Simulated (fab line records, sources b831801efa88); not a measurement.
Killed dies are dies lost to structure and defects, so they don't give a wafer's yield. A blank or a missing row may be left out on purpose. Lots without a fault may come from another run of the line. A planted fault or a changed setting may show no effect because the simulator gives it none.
Which tool did it? | flow sky130 | 12 lots, 36 wafers sampled, at 3 steps of a route of 708

WHAT THE GAUGES READ, wafer by wafer
SKY_NWELL_OVL_MEAS_23. Usual: NWELL_01_OVL -0.3 nm, standard deviation 1.3.
lot  | measured     | on         | NWELL_01_OVL (nm)                   | flag
L697 | day 5 21:43  | overlay-01 | -1.1 0.0 -0.9                       |
L696 | day 5 22:07  | overlay-01 | 1.3 1.9 0.9                         |
L699 | day 6 00:58  | overlay-02 | 0.2 1.4 1.6                         |
L698 | day 6 02:12  | overlay-01 | -3.0 -1.6 -1.2                      |
L701 | day 6 11:40  | overlay-02 | -0.7 -0.9 -0.9                      |
L703 | day 7 00:28  | overlay-02 | 1.1 1.4 2.2                         |
L712 | day 9 19:52  | overlay-02 | 241.5 243.8 241.4 240.9 243.5 241.3 | OFF
L714 | day 10 05:19 | overlay-02 | 239.3 239.3 240.6 239.6 239.5 240.2 | OFF
L715 | day 10 09:29 | overlay-01 | -0.8 0.3 -2.3                       |
L716 | day 10 12:22 | overlay-01 | -0.6 0.0 -0.5                       |
L717 | day 11 02:03 | overlay-01 | -1.2 -0.6 -0.7                      |
L719 | day 11 11:27 | overlay-02 | -2.0 -1.4 -1.1                      |

SKY_VIA2_THK_MEAS_01. Usual: VIA2_HDPCVD_THK 1183 nm, standard deviation 18.
lot  | measured     | on            | VIA2_HDPCVD_THK (nm) | flag
L697 | day 35 23:29 | film_metro-02 | 1201 1170 1212       |
L696 | day 36 18:02 | film_metro-01 | 1178 1174 1177       |
L699 | day 36 17:11 | film_metro-01 | 1191 1188 1191       |
L698 | day 36 18:11 | film_metro-03 | 1185 1180 1216       |
L701 | day 36 22:24 | film_metro-03 | 1180 1207 1181       |
L703 | day 37 11:18 | film_metro-03 | 1160 1174 1155       |
L715 | day 41 09:29 | film_metro-02 | 1169 1156 1179       |
L716 | day 41 15:46 | film_metro-03 | 1177 1185 1189       |
L717 | day 42 02:50 | film_metro-01 | 1209 1184 1216       |
L719 | day 42 11:10 | film_metro-02 | 1167 1174 1199       |

WHICH TOOL RAN EACH LOT (tool, then ch and the chambers of the sampled wafers, then the start)
lot  | SKY_NWELL_EXPOSE_20
L697 | iline_stepper-01 ch 0, day 5 13:13
L696 | iline_stepper-02 ch 0, day 5 13:49
L699 | iline_stepper-02 ch 0, day 5 16:43
L698 | iline_stepper-01 ch 0, day 5 17:34
L701 | iline_stepper-01 ch 0, day 6 03:10
L703 | iline_stepper-02 ch 0, day 6 15:10
L712 | iline_stepper-02 ch 0, day 9 08:53
L714 | iline_stepper-02 ch 0, day 9 18:13
L715 | iline_stepper-01 ch 0, day 9 22:16
L716 | iline_stepper-01 ch 0, day 10 01:31
L717 | iline_stepper-01 ch 0, day 10 13:38
L719 | iline_stepper-01 ch 0, day 11 00:26
- SKY_NWELL_EXPOSE_20: exposes mask NWM COMPLEMENT, target cd 840 nm.

WHAT THE TOOLS THEMSELVES READ (means of the sampled wafers that have a number; where no wafer has one, the mark that the record gives instead)
The record holds no such reading with a usual standard deviation.

THE ANSWER, worked out from the rows above alone
Rule: a lot is off if the mean of its wafers that have a number lies more than 3 standard deviations from the usual mean. A lot without any number at a reading at which 4 lots or more have one is off too. The other lots that the step has rows for count as sound. The gauges are gone through in route order, then the tools' own readings, and for those a lot's mean is taken as printed above. The first step at which some lot is off is used, and at that step the reading that is off furthest; a lot without a number counts as furthest.
Off: L712, L714, at SKY_NWELL_OVL_MEAS_23 (NWELL_01_OVL).
A tool fits if, at a process step before that reading, it ran every lot that is off, and no sound lot after the first of them. The gauges at SKY_NWELL_OVL_MEAS_23 are tried like those tools. One fits: iline_stepper-02 at SKY_NWELL_EXPOSE_20. Its last sound lot is L703 (day 6 15:10), its first lot that is off L712 (day 9 08:53): a fault that began between those two fits.

WHAT THE SIMULATOR HAD PUT IN
Scanner matching overlay: iline_stepper-02, from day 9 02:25 on, at SKY_NWELL_EXPOSE_20. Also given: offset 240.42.
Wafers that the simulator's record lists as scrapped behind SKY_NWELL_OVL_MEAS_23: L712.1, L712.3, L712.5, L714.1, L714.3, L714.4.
Lots struck among those shown: L712, L714. The rule above found the same.
